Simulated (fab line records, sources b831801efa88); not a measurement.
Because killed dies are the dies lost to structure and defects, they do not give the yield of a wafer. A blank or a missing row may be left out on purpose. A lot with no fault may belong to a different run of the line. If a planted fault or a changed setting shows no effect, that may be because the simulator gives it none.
Which tool was responsible? || flow sky130 || route of 708 steps, sampled at 1 step: 24 lots, 72 wafers

WHAT THE GAUGES READ, wafer by wafer
SKY_VIA2_RS_MEAS_22: the measuring method here is four-point-probe.
{"lot": "L074", "measured": "day 36 06:01", "on": "film metro-02", "VIA2_W_RS (ohm/sq)": "0.269 0.275 0.266"}
{"lot": "L075", "measured": "day 36 07:35", "on": "film metro-02", "VIA2_W_RS (ohm/sq)": "0.271 0.275 0.270"}
{"lot": "L076", "measured": "day 37 03:30", "on": "film metro-01", "VIA2_W_RS (ohm/sq)": "0.269 0.278 0.267"}
{"lot": "L077", "measured": "day 37 05:36", "on": "film metro-01", "VIA2_W_RS (ohm/sq)": "0.277 0.271 0.272"}
{"lot": "L078", "measured": "day 38 02:27", "on": "film metro-04", "VIA2_W_RS (ohm/sq)": "0.268 0.277 0.279"}
{"lot": "L079", "measured": "day 38 05:02", "on": "film metro-01", "VIA2_W_RS (ohm/sq)": "0.276 0.277 0.277"}
{"lot": "L080", "measured": "day 38 08:44", "on": "film metro-01", "VIA2_W_RS (ohm/sq)": "0.276 0.273 0.278"}
{"lot": "L081", "measured": "day 38 14:26", "on": "film metro-01", "VIA2_W_RS (ohm/sq)": "0.277 0.267 0.278"}
{"lot": "L082", "measured": "day 39 01:49", "on": "film metro-01", "VIA2_W_RS (ohm/sq)": "0.279 0.277 0.276"}
{"lot": "L083", "measured": "day 39 14:38", "on": "film metro-01", "VIA2_W_RS (ohm/sq)": "0.276 0.278 0.274"}
{"lot": "L085", "measured": "day 39 21:37", "on": "film metro-02", "VIA2_W_RS (ohm/sq)": "0.273 0.273 0.275"}
{"lot": "L084", "measured": "day 39 21:52", "on": "film metro-04", "VIA2_W_RS (ohm/sq)": "0.268 0.262 0.266"}
{"lot": "L086", "measured": "day 39 23:25", "on": "film metro-04", "VIA2_W_RS (ohm/sq)": "0.278 0.280 0.276"}
{"lot": "L087", "measured": "day 40 15:25", "on": "film metro-01", "VIA2_W_RS (ohm/sq)": "0.269 0.275 0.268"}
{"lot": "L088", "measured": "day 40 21:47", "on": "film metro-02", "VIA2_W_RS (ohm/sq)": "0.275 0.278 0.275"}
{"lot": "L089", "measured": "day 41 03:53", "on": "film metro-04", "VIA2_W_RS (ohm/sq)": "0.267 0.273 0.266"}
{"lot": "L090", "measured": "day 41 10:32", "on": "film metro-04", "VIA2_W_RS (ohm/sq)": "0.271 0.276 0.276"}
{"lot": "L091", "measured": "day 41 17:06", "on": "film metro-04", "VIA2_W_RS (ohm/sq)": "0.279 0.278 0.278"}
{"lot": "L092", "measured": "day 41 22:07", "on": "film metro-04", "VIA2_W_RS (ohm/sq)": "0.270 0.273 0.273"}
{"lot": "L093", "measured": "day 42 00:35", "on": "film metro-04", "VIA2_W_RS (ohm/sq)": "0.273 0.270 0.273"}
{"lot": "L094", "measured": "day 42 04:22", "on": "film metro-01", "VIA2_W_RS (ohm/sq)": "0.272 0.272 0.275"}
{"lot": "L095", "measured": "day 42 07:46", "on": "film metro-02", "VIA2_W_RS (ohm/sq)": "0.278 0.274 0.270"}
{"lot": "L096", "measured": "day 42 20:35", "on": "film metro-02", "VIA2_W_RS (ohm/sq)": "0.274 0.272 0.276"}
{"lot": "L097", "measured": "day 43 10:09", "on": "film metro-01", "VIA2_W_RS (ohm/sq)": "0.268 0.265 0.270"}

WHICH TOOL RAN EACH LOT (tool, then ch and the chambers of the sampled wafers, then the start)
Record: no process step prior to these readings.

WHAT THE TOOLS THEMSELVES READ (means of the sampled wafers that have a number; where no wafer has one, the mark that the record gives instead)
The record holds no such reading with a usual standard deviation.

THE ANSWER, worked out from the rows above alone
Rule: what is usual is taken from the lots themselves. Put in order of their means at a reading, lots are off if they are a third of the lots or fewer, leave a main group of 4 or more, and stand apart from it by a gap of 3 or more times the standard deviation of the main group's means; of several such gaps the widest counts. If all means in a main group match to the digits the tables above print for the reading, that group is not used. A lot without any number at a reading at which 4 lots or more have one is off too. Any other lot the step has rows for is counted as sound. First the gauges in route order, then the tools' own readings, where a lot's mean is used as printed above. The first step at which some lot is off is used, and at that step the reading that is off furthest; a lot without a number counts as furthest.
No lot is off at any reading shown: from this, nothing can be told.

WHAT WAS PUT IN BY THE SIMULATOR
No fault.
